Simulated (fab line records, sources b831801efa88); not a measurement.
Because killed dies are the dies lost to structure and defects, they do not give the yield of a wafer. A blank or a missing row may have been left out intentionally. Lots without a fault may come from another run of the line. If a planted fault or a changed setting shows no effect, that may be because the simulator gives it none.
fab line records	flow gf180mcu
record: lots: 24	wafers: 72	last-day: 34
route steps=602 shown SALICIDE@282 V4@491 V5@541 TOP_METAL@569 PASSIVATION@599
lots that met no fault: taken from a fault-free run of the same line
start-h: the number of hours between the record's first day and the start of the first shown wafer of the lot	wait-h: how many hours have passed since the lot's step before this one	" same as the row above	L1.1+2: a row that stands for several wafers	- value missing, or start not given	* or withheld: withheld	< > ~ a bound
route shown NAME@n: names a module that has steps shown in the file, with the first one's number in the route	usual: mean and standard deviation over wafers with no fault	same: alike in all rows	chamber/n: place in a boat	sites: readings site by site	_std_site: standard deviation of those values	_edge_site: outer sites' mean less inner sites'	radius-mm: how far each site lies from the wafer's centre	mask NAME#n: copy n	behind: the most recent tool/chamber to have shaped the wafer	hold: the reason the lot was held/the length of the hold in hours/how it ended	device: names the non-switching transistor (n, p or np)	end of line: the route-end tests of the same wafers	where a step has no rows: the recipe by itself	killed: the dies lost at the first sort to structure and to defects; this is not the yield of the wafer	map: a wafer's dies, x killed, . not, _ none there
set.NAME: the setting as run; set.NAME@STEP: as run at that earlier step	model.NAME: the simulator's own value behind a step, which no gauge read
route steps across a sampled set of lots; one table per step, one row per wafer
services: when a tool's chamber went out of use (start-h, in hours from the record's first day, below 0 if earlier), for how many hours, and the reason
== steps ==
step: GF_SALICIDE_RS_MEAS_04
recipe: thk-meas-gauge: four-point-probe	reads: TiN_of_SALICIDE_SPUTTER_03+Co_of_SALICIDE_SPUTTER_02
usual: SALICIDE_TIN_RS: 16.38/0.29
lot.wafer	tool	chamber	start-h	wait-h	SALICIDE_TIN_RS[ohm/sq]
L074.2	film-metro-02	-	338.19	0.0	16.41
L074.3	"	-	"	"	16.56
L074.5	"	-	"	"	16.63
L075.2	film-metro-02	-	354.35	0.0	16.58
L075.3	"	-	"	"	16.18
L075.5	"	-	"	"	16.38
L076.1	film-metro-01	-	370.54	0.0	16.18
L076.2	"	-	"	"	15.98
L076.6	"	-	"	"	16.10
L077.1	film-metro-02	-	371.76	0.0	16.74
L077.2	"	-	"	"	16.29
L077.3	"	-	"	"	16.33
L078.1	film-metro-01	-	387.03	0.0	16.56
L078.2	"	-	"	"	16.31
L078.3	"	-	"	"	16.41
L079.2	film-metro-01	-	388.66	0.0	16.12
L079.3	"	-	"	"	16.02
L079.6	"	-	"	"	16.47
L080.1	film-metro-04	-	400.58	0.0	16.41
L080.2	"	-	"	"	16.44
L080.4	"	-	"	"	16.64
L081.1	film-metro-04	-	411.71	0.0	16.10
L081.5	"	-	"	"	15.97
L081.6	"	-	"	"	16.16
L082.3	film-metro-02	-	415.85	0.1	16.56
L082.4	"	-	"	"	16.69
L082.5	"	-	"	"	16.43
L083.1	film-metro-04	-	418.26	0.0	16.31
L083.3	"	-	"	"	16.29
L083.6	"	-	"	"	16.28
L084.1	film-metro-02	-	428.26	0.0	16.93
L084.2	"	-	"	"	16.61
L084.4	"	-	"	"	16.70
L085.2	film-metro-04	-	437.27	0.0	16.15
L085.5	"	-	"	"	16.26
L085.6	"	-	"	"	16.56
L086.1	film-metro-01	-	444.44	0.0	16.22
L086.3	"	-	"	"	16.59
L086.6	"	-	"	"	16.43
L087.3	film-metro-02	-	453.74	0.1	16.02
L087.4	"	-	"	"	15.99
L087.5	"	-	"	"	15.98
L088.3	film-metro-01	-	464.69	0.1	16.15
L088.4	"	-	"	"	16.20
L088.5	"	-	"	"	16.67
L089.1	film-metro-04	-	467.96	0.0	16.76
L089.2	"	-	"	"	16.75
L089.3	"	-	"	"	16.74
L090.3	film-metro-01	-	480.37	0.1	16.67
L090.5	"	-	"	"	16.79
L090.6	"	-	"	"	16.74
L091.2	film-metro-01	-	487.28	0.0	16.15
L091.3	"	-	"	"	16.20
L091.4	"	-	"	"	16.47
L092.2	film-metro-02	-	491.07	0.0	16.23
L092.5	"	-	"	"	16.50
L092.6	"	-	"	"	16.22
L093.2	film-metro-01	-	496.70	0.0	15.91
L093.3	"	-	"	"	16.04
L093.5	"	-	"	"	16.05
L094.2	film-metro-02	-	503.25	0.0	16.05
L094.3	"	-	"	"	16.09
L094.4	"	-	"	"	16.11
L095.2	film-metro-04	-	516.23	0.0	15.96
L095.4	"	-	"	"	16.01
L095.6	"	-	"	"	15.98
L096.3	film-metro-04	-	523.11	0.1	16.07
L096.5	"	-	"	"	15.99
L096.6	"	-	"	"	16.04
L097.1	film-metro-01	-	535.61	0.0	16.99
L097.2	"	-	"	"	16.59
L097.4	"	-	"	"	17.12
step: GF_V4_OVL_MEAS_15
usual: V4_OVL: 4/4.8
lot.wafer	tool	chamber	start-h	wait-h	V4_OVL[nm]
L074.2	overlay-01	-	562.05	0.1	6
L074.3	"	-	"	"	-2
L074.5	"	-	"	"	4
L075.2	overlay-02	-	575.65	0.1	-1
L075.3	"	-	"	"	2
L075.5	"	-	"	"	3
L076.1	overlay-01	-	591.93	0.1	14
L076.2	"	-	"	"	10
L076.6	"	-	"	"	10
L077.1	overlay-01	-	592.53	0.1	7
L077.2	"	-	"	"	6
L077.3	"	-	"	"	5
L078.1	overlay-01	-	608.78	0.1	1
L078.2	"	-	"	"	2
L078.3	"	-	"	"	6
L079.2	overlay-02	-	610.19	0.1	0
L079.3	"	-	"	"	0
L079.6	"	-	"	"	5
L080.1	overlay-02	-	617.30	0.1	6
L080.2	"	-	"	"	0
L080.4	"	-	"	"	3
L081.1	overlay-01	-	629.83	0.1	6
L081.5	"	-	"	"	0
L081.6	"	-	"	"	2
L082.3	overlay-01	-	633.49	0.1	0
L082.4	"	-	"	"	3
L082.5	"	-	"	"	1
L083.1	overlay-01	-	635.38	0.1	7
L083.3	"	-	"	"	5
L083.6	"	-	"	"	6
L084.1	overlay-02	-	640.58	0.1	5
L084.2	"	-	"	"	3
L084.4	"	-	"	"	3
L085.2	overlay-01	-	650.73	0.1	5
L085.5	"	-	"	"	0
L085.6	"	-	"	"	1
L086.1	overlay-02	-	656.68	0.1	1
L086.3	"	-	"	"	3
L086.6	"	-	"	"	7
L087.3	overlay-02	-	661.84	0.1	6
L087.4	"	-	"	"	3
L087.5	"	-	"	"	7
L088.3	overlay-02	-	673.14	0.1	10
L088.4	"	-	"	"	6
L088.5	"	-	"	"	2
L089.1	overlay-02	-	676.55	0.1	11
L089.2	"	-	"	"	8
L089.3	"	-	"	"	6
L090.3	overlay-02	-	684.64	0.1	-8
L090.5	"	-	"	"	-1
L090.6	"	-	"	"	2
L091.2	overlay-02	-	693.20	0.1	3
L091.3	"	-	"	"	1
L091.4	"	-	"	"	5
L092.2	overlay-01	-	694.15	0.1	12
L092.5	"	-	"	"	2
L092.6	"	-	"	"	0
L094.2	overlay-01	-	701.50	0.1	15
L094.3	"	-	"	"	18
L094.4	"	-	"	"	4
L093.2	overlay-01	-	702.15	0.1	-3
L093.3	"	-	"	"	3
L093.5	"	-	"	"	3
L095.2	overlay-01	-	716.15	0.1	11
L095.4	"	-	"	"	19
L095.6	"	-	"	"	5
L096.3	overlay-02	-	721.39	0.1	2
L096.5	"	-	"	"	5
L096.6	"	-	"	"	7
L097.1	overlay-01	-	729.58	0.1	-4
L097.2	"	-	"	"	-2
L097.4	"	-	"	"	-3
step: GF_V5_THK_MEAS_01
recipe: reads: SiO2_of_V5_CVD_00
usual: V5_CVD_00_THK: 300/3.1
lot.wafer	tool	chamber	start-h	wait-h	V5_CVD_00_THK[nm]
L074.2	film-metro-02	-	607.31	0.1	302
L074.3	"	-	"	"	302
L074.5	"	-	"	"	300
L075.2	film-metro-03	-	621.31	0.0	298
L075.3	"	-	"	"	296
L075.5	"	-	"	"	297
L076.1	film-metro-03	-	635.32	0.0	301
L076.2	"	-	"	"	292
L076.6	"	-	"	"	290
L077.1	film-metro-03	-	637.04	0.0	298
L077.2	"	-	"	"	303
L077.3	"	-	"	"	300
L078.1	film-metro-03	-	651.93	0.0	300
L078.2	"	-	"	"	299
L078.3	"	-	"	"	305
L079.2	film-metro-04	-	653.77	0.0	305
L079.3	"	-	"	"	295
L079.6	"	-	"	"	302
L080.1	film-metro-02	-	659.63	0.0	296
L080.2	"	-	"	"	297
L080.4	"	-	"	"	299
L081.1	film-metro-04	-	672.31	0.0	302
L081.5	"	-	"	"	302
L081.6	"	-	"	"	301
L082.3	film-metro-04	-	675.92	0.0	301
L082.4	"	-	"	"	303
L082.5	"	-	"	"	301
L083.1	film-metro-02	-	677.29	0.0	303
L083.3	"	-	"	"	296
L083.6	"	-	"	"	298
L084.1	film-metro-04	-	681.75	0.0	302
L084.2	"	-	"	"	303
L084.4	"	-	"	"	304
L085.2	film-metro-02	-	692.56	0.0	307
L085.5	"	-	"	"	302
L085.6	"	-	"	"	298
L086.1	film-metro-03	-	698.10	0.0	300
L086.3	"	-	"	"	298
L086.6	"	-	"	"	300
L087.3	film-metro-04	-	703.37	0.0	300
L087.4	"	-	"	"	304
L087.5	"	-	"	"	301
L088.3	film-metro-03	-	713.96	0.0	299
L088.4	"	-	"	"	302
L088.5	"	-	"	"	302
L089.1	film-metro-04	-	716.55	0.0	301
L089.2	"	-	"	"	300
L089.3	"	-	"	"	298
L090.3	film-metro-03	-	724.83	0.0	305
L090.5	"	-	"	"	300
L090.6	"	-	"	"	299
L091.2	film-metro-04	-	732.60	0.0	303
L091.3	"	-	"	"	299
L091.4	"	-	"	"	302
L092.2	film-metro-02	-	733.81	0.0	301
L092.5	"	-	"	"	300
L092.6	"	-	"	"	300
L094.2	film-metro-02	-	740.43	0.0	303
L094.3	"	-	"	"	302
L094.4	"	-	"	"	301
L093.2	film-metro-03	-	740.76	0.0	305
L093.3	"	-	"	"	301
L093.5	"	-	"	"	307
L095.2	film-metro-02	-	753.59	0.0	298
L095.4	"	-	"	"	303
L095.6	"	-	"	"	301
L096.3	film-metro-03	-	758.96	0.0	299
L096.5	"	-	"	"	306
L096.6	"	-	"	"	297
L097.1	film-metro-02	-	766.47	0.0	302
L097.2	"	-	"	"	300
L097.4	"	-	"	"	302
step: GF_V5_STRIP_18
recipe: chemistry: O2/N2	power-w: 1400	pressure-mtorr: 1500	platen-temp-c: 250	o2-flow-sccm: 3000	n2-flow-sccm: 300	overash-fraction: 0.5
usual: drypump-motor-current-A: 6.1/0.39	heater-power-w: 311/28	oes-product-au: 0.570/0.0052
lot.wafer	tool	chamber	start-h	wait-h	drypump-motor-current-A	heater-power-w	oes-product-au	rf-hours-counter-h
L074.2	plasma-asher-01	1	628.34	-	5.4	289	0.571	101
L074.3	"	0	"	"	5.3	350	0.568	-
L074.5	"	1	"	"	5.4	282	0.569	-
L075.2	plasma-asher-03	1	642.47	-	6.6	301	0.566	56
L075.3	"	0	"	"	6.1	355	0.570	-
L075.5	"	1	"	"	6.6	306	0.573	-
L076.1	plasma-asher-02	1	655.62	-	6.2	309	0.563	88
L076.2	"	0	"	"	6.3	274	0.567	88
L076.6	"	1	"	"	6.2	310	0.578	-
L077.1	plasma-asher-02	1	657.57	-	6.3	300	0.569	89
L077.2	"	0	"	"	6.2	290	0.583	89
L077.3	"	0	"	"	6.2	282	0.579	-
L078.1	plasma-asher-02	1	672.97	-	6.3	311	0.570	90
L078.2	"	0	"	"	6.3	280	0.564	90
L078.3	"	0	"	"	6.3	283	0.565	-
L079.2	plasma-asher-02	0	674.72	-	6.2	278	0.566	90
L079.3	"	0	"	"	6.2	280	0.575	-
L079.6	"	1	"	"	6.3	315	0.560	-
L080.1	plasma-asher-03	1	680.12	-	6.6	304	0.574	60
L080.2	"	0	"	"	6.1	346	0.570	60
L080.4	"	0	"	"	6.1	355	0.573	-
L081.1	plasma-asher-01	1	692.07	-	5.4	286	0.564	107
L081.5	"	1	"	"	5.4	281	0.582	-
L081.6	"	0	"	"	5.3	354	0.575	-
L082.3	plasma-asher-03	0	695.84	-	6.1	358	0.569	-
L082.4	"	1	"	"	6.6	306	0.568	-
L082.5	"	0	"	"	6.1	353	0.570	-
L083.1	plasma-asher-01	1	696.67	-	5.4	282	0.569	108
L083.3	"	1	"	"	5.4	287	0.570	-
L083.6	"	1	"	"	5.4	279	0.567	-
L084.1	plasma-asher-02	0	701.80	-	6.3	286	0.568	93
L084.2	"	1	"	"	6.3	305	0.570	93
L084.4	"	0	"	"	6.3	288	0.568	-
L085.2	plasma-asher-03	0	711.12	-	6.1	353	0.570	63
L085.5	"	1	"	"	6.6	302	0.566	-
L085.6	"	0	"	"	6.1	358	0.573	-
L086.1	plasma-asher-02	1	717.39	-	6.3	308	0.573	95
L086.3	"	1	"	"	6.2	303	0.573	-
L086.6	"	0	"	"	6.3	284	0.574	-
L087.3	plasma-asher-03	0	722.80	-	6.1	358	0.569	-
L087.4	"	1	"	"	6.6	301	0.568	-
L087.5	"	1	"	"	6.6	309	0.566	-
L088.3	plasma-asher-03	1	732.75	-	6.6	311	0.575	-
L088.4	"	0	"	"	6.1	355	0.568	-
L088.5	"	1	"	"	6.6	313	0.568	-
L089.1	plasma-asher-02	0	734.76	-	6.3	283	0.575	97
L089.2	"	1	"	"	6.2	307	0.574	97
L089.3	"	1	"	"	6.2	305	0.569	-
L090.3	plasma-asher-03	0	742.75	-	6.1	352	0.565	-
L090.5	"	0	"	"	6.1	350	0.571	-
L090.6	"	1	"	"	6.6	298	0.570	-
L091.2	plasma-asher-02	0	750.77	-	6.2	281	0.574	99
L091.3	"	1	"	"	6.2	304	0.574	-
L091.4	"	0	"	"	6.3	268	0.570	-
L092.2	plasma-asher-03	0	752.02	-	6.1	359	0.574	67
L092.5	"	0	"	"	6.1	359	0.568	-
L092.6	"	1	"	"	6.6	303	0.567	-
L094.2	plasma-asher-03	0	758.46	-	6.1	348	0.563	68
L094.3	"	0	"	"	6.1	359	0.557	-
L094.4	"	1	"	"	6.6	299	0.564	-
L093.2	plasma-asher-02	0	758.81	-	6.2	271	0.575	100
L093.3	"	0	"	"	6.2	284	0.579	-
L093.5	"	1	"	"	6.3	306	0.564	-
L095.2	plasma-asher-02	0	770.01	-	6.3	277	0.571	102
L095.4	"	0	"	"	6.3	286	0.570	-
L095.6	"	1	"	"	6.3	310	0.569	-
L096.3	plasma-asher-01	0	777.22	-	5.3	337	0.566	-
L096.5	"	1	"	"	5.4	276	0.572	-
L096.6	"	0	"	"	5.2	329	0.568	-
L097.1	plasma-asher-02	1	782.41	-	6.3	307	0.562	103
L097.2	"	0	"	"	6.2	288	0.565	103
L097.4	"	0	"	"	6.2	277	0.562	-
step: GF_TOP_METAL_SPUTTER_02
recipe: material: AlCu	target-thk-nm: 900	power-w: 10600	chamber-pressure-pa: 0.3	substrate-temp-c: 250	gas: Ar	time-s: 47.82
usual: substrate-temp-c: 249.98/0.19	throttle-valve-pct: 30.1/1.2
lot.wafer	tool	chamber	start-h	wait-h	substrate-temp-c	throttle-valve-pct
L074.2	pvd-sputter-01	-	629.70	0.0	250.07	30.4
L074.3	"	-	"	"	249.86	28.7
L074.5	"	-	"	"	249.94	30.5
L075.2	pvd-sputter-02	-	643.83	0.0	250.34	31.8
L075.3	"	-	"	"	249.88	30.6
L075.5	"	-	"	"	250.04	29.2
L076.1	pvd-sputter-02	-	656.99	0.0	249.81	29.1
L076.2	"	-	"	"	249.97	32.1
L076.6	"	-	"	"	250.17	31.7
L077.1	pvd-sputter-02	-	658.96	0.0	249.84	29.0
L077.2	"	-	"	"	249.98	29.9
L077.3	"	-	"	"	249.99	31.6
L078.1	pvd-sputter-02	-	674.50	0.0	249.87	30.1
L078.2	"	-	"	"	250.14	30.5
L078.3	"	-	"	"	250.18	31.9
L079.2	pvd-sputter-03	-	676.11	0.0	249.94	29.5
L079.3	"	-	"	"	250.07	30.2
L079.6	"	-	"	"	249.77	29.2
L080.1	pvd-sputter-03	-	681.48	0.0	250.39	29.3
L080.2	"	-	"	"	250.02	29.8
L080.4	"	-	"	"	250.01	29.3
L081.1	pvd-sputter-02	-	693.43	0.0	250.02	30.7
L081.5	"	-	"	"	249.55	29.0
L081.6	"	-	"	"	250.36	31.8
L082.3	pvd-sputter-03	-	697.17	0.0	250.35	33.1
L082.4	"	-	"	"	249.80	29.0
L082.5	"	-	"	"	250.10	30.0
L083.1	pvd-sputter-02	-	698.11	0.0	250.04	31.7
L083.3	"	-	"	"	249.75	28.9
L083.6	"	-	"	"	250.09	32.1
L084.1	pvd-sputter-02	-	703.17	0.0	249.87	29.1
L084.2	"	-	"	"	250.01	30.1
L084.4	"	-	"	"	249.69	30.5
L085.2	pvd-sputter-01	-	712.47	0.0	249.92	29.0
L085.5	"	-	"	"	250.16	28.7
L085.6	"	-	"	"	249.90	30.3
L086.1	pvd-sputter-01	-	718.76	0.0	249.81	28.8
L086.3	"	-	"	"	249.98	28.7
L086.6	"	-	"	"	250.00	28.6
L087.3	pvd-sputter-01	-	724.14	0.0	250.02	30.4
L087.4	"	-	"	"	250.05	28.9
L087.5	"	-	"	"	249.72	28.8
L088.3	pvd-sputter-01	-	734.09	0.0	249.99	29.8
L088.4	"	-	"	"	249.79	30.0
L088.5	"	-	"	"	250.25	28.8
L089.1	pvd-sputter-03	-	736.19	0.0	249.99	29.3
L089.2	"	-	"	"	249.64	33.4
L089.3	"	-	"	"	249.71	30.0
L090.3	pvd-sputter-01	-	744.14	0.0	249.79	29.8
L090.5	"	-	"	"	249.66	28.5
L090.6	"	-	"	"	249.68	28.6
L091.2	pvd-sputter-03	-	752.16	0.0	249.97	29.4
L091.3	"	-	"	"	250.01	30.0
L091.4	"	-	"	"	249.79	32.9
L092.2	pvd-sputter-03	-	753.38	0.0	249.81	29.4
L092.5	"	-	"	"	250.19	30.1
L092.6	"	-	"	"	249.91	29.4
L094.2	pvd-sputter-03	-	761.39	0.0	249.86	29.2
L094.3	"	-	"	"	249.92	30.0
L094.4	"	-	"	"	250.20	33.0
L093.2	pvd-sputter-01	-	761.69	0.0	249.66	28.8
L093.3	"	-	"	"	250.17	29.8
L093.5	"	-	"	"	250.23	29.2
L095.2	pvd-sputter-02	-	771.38	0.0	249.80	31.9
L095.4	"	-	"	"	249.66	29.1
L095.6	"	-	"	"	249.62	31.9
L096.3	pvd-sputter-03	-	778.55	0.0	249.94	32.7
L096.5	"	-	"	"	249.93	32.9
L096.6	"	-	"	"	249.59	29.2
L097.1	pvd-sputter-03	-	783.80	0.0	250.21	29.4
L097.2	"	-	"	"	250.16	29.2
L097.4	"	-	"	"	249.89	30.1
step: GF_PASSIVATION_STRIP_12
recipe: chemistry: O2/N2	power-w: 1400	pressure-mtorr: 1500	platen-temp-c: 250	o2-flow-sccm: 3000	n2-flow-sccm: 300	overash-fraction: 0.5
usual: drypump-motor-current-A: 5.8/0.53	heater-power-w: 328/29	oes-product-au: 0.720/0.0047	strip-time-to-endpoint-s: 34.88/0.29
lot.wafer	tool	chamber	start-h	wait-h	drypump-motor-current-A	heater-power-w	oes-product-au	rf-hours-counter-h	strip-time-to-endpoint-s
L074.2	plasma-asher-03	0	669.52	0.1	6.1	350	0.720	58	35.03
L074.3	"	1	"	"	6.6	304	0.717	-	34.98
L074.5	"	1	"	"	6.6	301	0.729	-	35.01
L075.2	plasma-asher-01	1	683.52	0.1	5.4	279	0.718	107	35.44
L075.3	"	0	"	"	5.3	355	0.722	-	35.26
L075.5	"	0	"	"	5.3	349	0.719	-	35.29
L076.1	plasma-asher-03	1	696.95	0.1	6.5	306	0.733	61	34.54
L076.2	"	0	"	"	6.1	358	0.718	61	35.09
L076.6	"	0	"	"	6.1	344	0.716	-	35.12
L077.1	plasma-asher-03	1	699.30	0.1	6.6	298	0.724	62	34.79
L077.2	"	0	"	"	6.1	362	0.725	62	34.79
L077.3	"	1	"	"	6.6	305	0.721	-	35.04
L078.1	plasma-asher-03	0	713.79	0.1	6.1	365	0.714	63	35.06
L078.2	"	1	"	"	6.6	302	0.725	63	35.23
L078.3	"	0	"	"	6.1	364	0.719	-	35.24
L079.2	plasma-asher-01	1	715.09	0.1	5.4	289	0.720	110	34.94
L079.3	"	1	"	"	5.4	290	0.722	-	34.98
L079.6	"	0	"	"	5.3	358	0.727	-	34.74
L080.1	plasma-asher-03	1	719.87	0.1	6.6	300	0.717	64	35.34
L080.2	"	0	"	"	6.1	345	0.716	64	35.27
L080.4	"	0	"	"	6.1	341	0.716	-	35.11
L081.1	plasma-asher-01	1	730.67	0.1	5.4	279	0.709	111	34.83
L081.5	"	1	"	"	5.3	289	0.719	-	35.00
L081.6	"	0	"	"	5.3	355	0.726	-	34.99
L082.3	plasma-asher-03	0	734.35	0.2	6.1	342	0.722	-	34.87
L082.4	"	1	"	"	6.6	299	0.718	-	34.80
L082.5	"	1	"	"	6.6	305	0.719	-	35.14
L083.1	plasma-asher-04	0	735.42	0.1	5.5	338	0.721	27	34.92
L083.3	"	0	"	"	5.5	344	0.718	-	34.97
L083.6	"	1	"	"	5.2	353	0.723	-	34.84
L084.1	plasma-asher-04	0	741.27	0.1	5.5	346	0.717	28	35.01
L084.2	"	1	"	"	5.3	360	0.725	28	34.83
L084.4	"	1	"	"	5.2	351	0.726	-	35.34
L085.2	plasma-asher-03	1	749.22	0.1	6.6	304	0.719	67	34.50
L085.5	"	1	"	"	6.6	308	0.720	-	34.90
L085.6	"	0	"	"	6.1	343	0.717	-	35.21
L086.1	plasma-asher-03	0	754.31	0.1	6.1	348	0.724	68	34.43
L086.3	"	0	"	"	6.1	351	0.715	-	34.85
L086.6	"	0	"	"	6.1	357	0.721	-	34.78
L087.3	plasma-asher-04	0	758.85	0.2	5.5	340	0.720	-	34.74
L087.4	"	1	"	"	5.2	352	0.732	-	34.34
L087.5	"	1	"	"	5.2	360	0.717	-	34.36
L088.3	plasma-asher-04	0	767.55	0.2	5.5	341	0.721	-	34.71
L088.4	"	1	"	"	5.2	359	0.719	-	34.75
L088.5	"	0	"	"	5.5	339	0.714	-	34.43
L089.1	plasma-asher-03	1	770.59	0.1	6.6	305	0.717	69	34.50
L089.2	"	0	"	"	6.1	367	0.727	69	34.64
L089.3	"	0	"	"	6.1	359	0.719	-	34.45
L090.3	plasma-asher-03	1	777.98	0.2	6.6	303	0.724	-	35.13
L090.5	"	0	"	"	6.1	355	0.723	-	35.15
L090.6	"	1	"	"	6.6	308	0.723	-	34.95
L091.2	plasma-asher-01	0	784.57	0.1	5.2	337	0.723	1	34.78
L091.3	"	1	"	"	5.4	270	0.720	-	35.11
L091.4	"	0	"	"	5.3	337	0.720	-	35.25
L092.2	plasma-asher-04	1	785.22	0.1	5.2	365	0.715	34	34.34
L092.5	"	1	"	"	5.2	355	0.726	-	34.61
L092.6	"	0	"	"	5.5	338	0.732	-	34.62
L094.2	plasma-asher-01	1	793.77	0.1	5.4	270	0.720	2	34.91
L094.3	"	0	"	"	5.3	323	0.715	-	34.94
L094.4	"	1	"	"	5.4	276	0.721	-	34.72
L093.2	plasma-asher-04	0	794.12	0.1	5.5	345	0.719	35	35.09
L093.3	"	0	"	"	5.5	345	0.718	-	35.21
L093.5	"	0	"	"	5.5	337	0.727	-	35.37
L095.2	plasma-asher-01	1	803.09	0.1	5.4	274	0.730	3	34.77
L095.4	"	1	"	"	5.4	277	0.714	-	34.82
L095.6	"	1	"	"	5.4	280	0.717	-	34.56
L096.3	plasma-asher-03	1	809.83	0.2	6.6	306	0.718	-	34.30
L096.5	"	0	"	"	6.1	360	0.712	-	34.46
L096.6	"	1	"	"	6.6	305	0.717	-	34.34
L097.1	plasma-asher-01	1	815.29	0.1	5.4	287	0.717	5	34.30
L097.2	"	0	"	"	5.3	325	0.724	5	34.94
L097.4	"	1	"	"	5.4	278	0.724	-	35.03
== services ==
tool	chamber	start-h	hours	kind
plasma-asher-04	-	605.81	30.2	repair
pvd-sputter-01	0	619.86	-	consumable-replace:kit
pvd-sputter-01	0	619.86	18.0	scheduled-down
pvd-sputter-01	0	619.86	18.0	vent-cycle
pvd-sputter-03	-	620.23	1.0	repair
plasma-asher-01	-	637.91	2.8	pm
pvd-sputter-01	-	651.30	9.6	repair
pvd-sputter-03	-	678.42	2.7	repair
pvd-sputter-03	1	709.60	-	consumable-replace:kit
pvd-sputter-03	1	709.60	18.0	scheduled-down
pvd-sputter-03	1	709.60	18.0	vent-cycle
pvd-sputter-03	-	723.45	1.7	repair
pvd-sputter-01	3	731.47	-	consumable-replace:kit
plasma-asher-01	-	733.75	9.0	pm
plasma-asher-01	0	733.75	19.9	vent-cycle
plasma-asher-01	1	733.75	19.9	vent-cycle
plasma-asher-01	-	736.91	16.8	repair
plasma-asher-01	0	742.75	-	clean
plasma-asher-01	1	742.75	-	clean
plasma-asher-03	-	754.96	2.8	pm
plasma-asher-01	-	756.73	18.1	repair
pvd-sputter-03	-	759.99	0.6	repair
pvd-sputter-02	-	771.71	1.4	repair
pvd-sputter-03	0	778.64	-	consumable-replace:kit
== key ==
fault none
